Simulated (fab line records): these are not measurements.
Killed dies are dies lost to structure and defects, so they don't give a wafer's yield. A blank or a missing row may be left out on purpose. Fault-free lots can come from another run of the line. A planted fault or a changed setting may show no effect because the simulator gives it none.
A lot that was struck, set against a sound lot :: flow sky130 :: 16 out of 708 route steps
Sound: wafers L713.1, L713.4, L713.5. Wafers struck: L721.1, L721.4, L721.6. The cause is given at the end.
Each step with rows lists, per side, the tool, then ch with its chambers, then its first start. Under that, the readings that differ: sound wafers :: struck wafers :: difference of the means :: sigmas: that difference in standard deviations of wafers without a fault.
alike: same words and numbers on both sides, and readings whose means sit less than 2 such deviations apart. not compared: any withheld reading, any reading some wafer has no value for, any bound like >300 that may hide the same value, and any number with overlapping values for which the record gives no deviation.
Wherever a step has rows on one side only, a row that says differs or no value, or a row with sigmas, the two part there. Non-overlapping numbers with no deviation appear without sigmas and do not part them. A reading missing from all wafers of one side parts the sides only when that side holds two or more wafers.

first, 2 steps without rows for these wafers: SKY_VIA2_CLEAN_18 (cleans in IPA, time 180 s); SKY_VIA2_CLEAN_19 (cleans in O3/DIW).
SKY_VIA2_SPUTTER_20: material TiN, target thk 20 nm, time 80 s.
  sound on pvdSputter-02 at day 36 07:36; struck on pvdSputter-04 at day 38 20:02
  alike: cathodeDcPowerW, throttleValvePct
SKY_VIA2_CVD_21: deposits W, target thk 420 nm, time 126.4 s.
  sound on cvdW-02 ch 0,1, day 36 07:40; struck on cvdW-01 ch 0,1, day 38 20:05
  alike: heaterPowerW
SKY_VIA2_RS_MEAS_22: a four-point-probe measurement.
  sound on filmMetro-04 at day 36 07:47; struck on filmMetro-03 at day 38 20:13
  alike: VIA2_W_RS
SKY_VIA2_THK_MEAS_23: measures by xrf.
  sound on filmMetro-04 at day 36 07:55; struck on filmMetro-03 at day 38 20:20
  alike: VIA2_W_THK
SKY_VIA2_CMP_24: polishes, stops on SiO2, t overpolish 20 s, target thk 0 nm.
  sound on cmp-01 ch 0,1,2, day 36 08:04; struck on cmp-02 ch 0,2,3, day 38 20:30
  alike: motorCurrentA, overpolishRunS, platenRpm, timeToEndpointS
then, 4 steps without rows for these wafers: SKY_METAL3_SPUTTER_00 (material Ti, target thk 15 nm, time 10 s); SKY_METAL3_SPUTTER_01 (material TiN, target thk 20 nm, time 16.7 s); SKY_METAL3_SPUTTER_02 (material AlCu, target thk 735 nm, time 39.1 s); SKY_METAL3_SPUTTER_03 (material Ti, target thk 5 nm, time 3.3 s).
SKY_METAL3_SPUTTER_04: material TiN, target thk 70 nm, time 58.3 s.
  sound on pvdSputter-01 at day 36 08:23; struck on pvdSputter-01 at day 38 20:49
  alike: cathodeDcPowerW, throttleValvePct
SKY_CAPM_CVD_00: deposits SiO2, target thk 15.5 nm.
  sound on pecvd-03 ch 0,1,2, day 36 08:27; struck on pecvd-03 ch 1,2, day 38 21:00
  alike: heaterPowerW
SKY_CAPM_THK_MEAS_01:
  sound on filmMetro-04 at day 36 08:28; struck on filmMetro-04 at day 38 21:04
reading: CAPM_CVD_00_THK (nm)
sound: 15.41 15.54 15.53
struck: 30.69 31.44 31.67
difference: +15.77
sigmas: +79
SKY_CAPM_SPUTTER_02: material TiN, target thk 200 nm, time 166.7 s.
  sound on pvdSputter-03 at day 36 08:32; struck on pvdSputter-03 at day 38 21:08
  alike: cathodeDcPowerW, throttleValvePct
-- the record jumps here: 9 days lie between the struck wafers' starts before and after (it left off in module CAPM and takes up again in module PAD_OPEN, whose first step shown is number 708 of the route) --
SKY_PAD_OPEN_PROBE_99:
  sound on prober-01 at day 45 18:46; struck on prober-01 at day 47 19:26
reading: model.etest.tester.sortNPass
sound: 395 400 420
struck: 0 0 0
difference: -405
sigmas: 

reading: model.etest.tester.sortYieldPct (%)
sound: 80.28 81.3 85.37
struck: 0 0 0
difference: -82
sigmas: 

reading: model.etest.tester.sort_bin_3_pct (%)
sound: 0.813 0.2033 0.6098
struck: 84.55 82.72 84.55
difference: +83.40
sigmas: 

reading: model.etest.nfet_16v.overLimit
sound: 0 0 0
struck: 1 1 1
difference: +1
sigmas: 

reading: model.etest.nfet_01v8.short
sound: 0 0 0
struck: 1 1 1
difference: +1
sigmas: 

reading: model.etest.mconChain.short
sound: 0 0 0
struck: 1 1 1
difference: +1
sigmas: 

reading: model.etest.pfet_01v8_mvt.overLimit
sound: 0 0 0
struck: 1 1 1
difference: +1
sigmas: 

reading: model.etest.nfetG5v0d10v5.overLimit
sound: 0 0 0
struck: 1 1 1
difference: +1
sigmas: 
  alike: defectLimitedYield, killed_at_M0_to_M3, killed_at_M4_up, killedAtContacts, killedAtFrontEnd, killedAtOther, killedDies, killedOpen, killedShort

== WHERE THEY PART ==
At SKY_CAPM_THK_MEAS_01 and nowhere else, as far as this record goes. Later steps at which nothing parts them and some readings are alike: SKY_CAPM_SPUTTER_02, SKY_PAD_OPEN_PROBE_99.

WHY: what had been put in by the simulator
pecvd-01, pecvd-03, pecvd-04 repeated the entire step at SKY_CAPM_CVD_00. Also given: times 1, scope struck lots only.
